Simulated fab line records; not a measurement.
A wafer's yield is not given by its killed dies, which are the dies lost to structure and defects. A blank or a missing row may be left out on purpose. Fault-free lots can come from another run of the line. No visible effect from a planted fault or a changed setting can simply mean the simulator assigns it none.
Chamber matching / flow sky130 / 4 sister chambers for SKY_VIA1_CMP_24 on cmp-01
The step polishes, stops on SiO2, t overpolish 15 s, target thk 0 nm. 16 wafers are shown with their chamber, then 7 later ones without.

EACH WAFER AND ITS CHAMBER
wafer=L485.1; chamber=2; motor_current_A (A)=11.8; time_to_endpoint_s (s)=66; overpolish_run_s (s)=14.991
wafer=L485.2; chamber=3; motor_current_A (A)=11.9; time_to_endpoint_s (s)=63; overpolish_run_s (s)=14.992
wafer=L485.6; chamber=0; motor_current_A (A)=10.9; time_to_endpoint_s (s)=64; overpolish_run_s (s)=14.982
wafer=L487.3; chamber=0; motor_current_A (A)=10.9; time_to_endpoint_s (s)=60; overpolish_run_s (s)=14.983
wafer=L487.4; chamber=1; motor_current_A (A)=11.7; time_to_endpoint_s (s)=55; overpolish_run_s (s)=14.993
wafer=L487.5; chamber=3; motor_current_A (A)=11.8; time_to_endpoint_s (s)=58; overpolish_run_s (s)=15.028
wafer=L490.5; chamber=3; motor_current_A (A)=12.1; time_to_endpoint_s (s)=63; overpolish_run_s (s)=14.994
wafer=L490.6; chamber=2; motor_current_A (A)=12.2; time_to_endpoint_s (s)=67; overpolish_run_s (s)=15.006
wafer=L501.4; chamber=0; motor_current_A (A)=10.8; time_to_endpoint_s (s)=58; overpolish_run_s (s)=15.015
wafer=L501.5; chamber=3; motor_current_A (A)=12.2; time_to_endpoint_s (s)=58; overpolish_run_s (s)=14.998
wafer=L501.6; chamber=2; motor_current_A (A)=11.8; time_to_endpoint_s (s)=67; overpolish_run_s (s)=14.992
wafer=L502.1; chamber=2; motor_current_A (A)=11.7; time_to_endpoint_s (s)=68; overpolish_run_s (s)=14.978
wafer=L502.5; chamber=1; motor_current_A (A)=12.1; time_to_endpoint_s (s)=59; overpolish_run_s (s)=14.997
wafer=L502.6; chamber=0; motor_current_A (A)=11.0; time_to_endpoint_s (s)=64; overpolish_run_s (s)=15.001
wafer=L503.2; chamber=2; motor_current_A (A)=12.0; time_to_endpoint_s (s)=68; overpolish_run_s (s)=15.018
wafer=L503.4; chamber=0; motor_current_A (A)=11.0; time_to_endpoint_s (s)=66; overpolish_run_s (s)=15.004

SIGNATURES, as means of the wafers listed above
reading=motor_current_A; chamber 0=10.920; chamber 1=11.900; chamber 2=11.900; chamber 3=12.000; scatter within a chamber=0.175
reading=time_to_endpoint_s; chamber 0=62.40; chamber 1=57.00; chamber 2=67.20; chamber 3=60.50; scatter within a chamber=2.57
reading=overpolish_run_s; chamber 0=14.99700; chamber 1=14.99500; chamber 2=14.99700; chamber 3=15.00300; scatter within a chamber=0.0148
Rule: distance of a wafer from a chamber = root of the sum over the readings of ((wafer's reading minus chamber's mean) / reading's scatter) squared. The wafer belongs to the nearest chamber; if the next one is less than 2 further off, it can't be placed. How the scatter is found: for the shown wafers, subtract from each reading the mean of its chamber, square and add these, divide the total by (wafers less chambers), then take the root.

WAFERS WHOSE CHAMBER IS MISSING
wafer=L503.5; motor_current_A (A)=11.5; time_to_endpoint_s (s)=71; overpolish_run_s (s)=15.007
wafer=L504.1; motor_current_A (A)=11.7; time_to_endpoint_s (s)=69; overpolish_run_s (s)=15.006
wafer=L504.2; motor_current_A (A)=11.7; time_to_endpoint_s (s)=60; overpolish_run_s (s)=14.994
wafer=L504.3; motor_current_A (A)=11.6; time_to_endpoint_s (s)=68; overpolish_run_s (s)=14.996
wafer=L505.1; motor_current_A (A)=12.2; time_to_endpoint_s (s)=63; overpolish_run_s (s)=15.015
wafer=L505.4; motor_current_A (A)=12.4; time_to_endpoint_s (s)=69; overpolish_run_s (s)=15.004
wafer=L505.6; motor_current_A (A)=11.6; time_to_endpoint_s (s)=60; overpolish_run_s (s)=15.007

WHICH CHAMBER EACH WENT THROUGH
wafer=L503.5; from the rows above=can't be placed: 2 or 0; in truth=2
wafer=L504.1; from the rows above=2; in truth=2
wafer=L504.2; from the rows above=can't be placed: 1 or 3 or 2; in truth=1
wafer=L504.3; from the rows above=can't be placed: 2 or 3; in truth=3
wafer=L505.1; from the rows above=can't be placed: 3 or 2 or 1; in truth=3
wafer=L505.4; from the rows above=can't be placed: 2 or 3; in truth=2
wafer=L505.6; from the rows above=can't be placed: 1 or 3 or 2 or 0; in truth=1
Correct placement for 1 of the 7. Can't be placed from these rows: 6 (the true chamber is among the candidates in 6). Wrongly placed: 0.
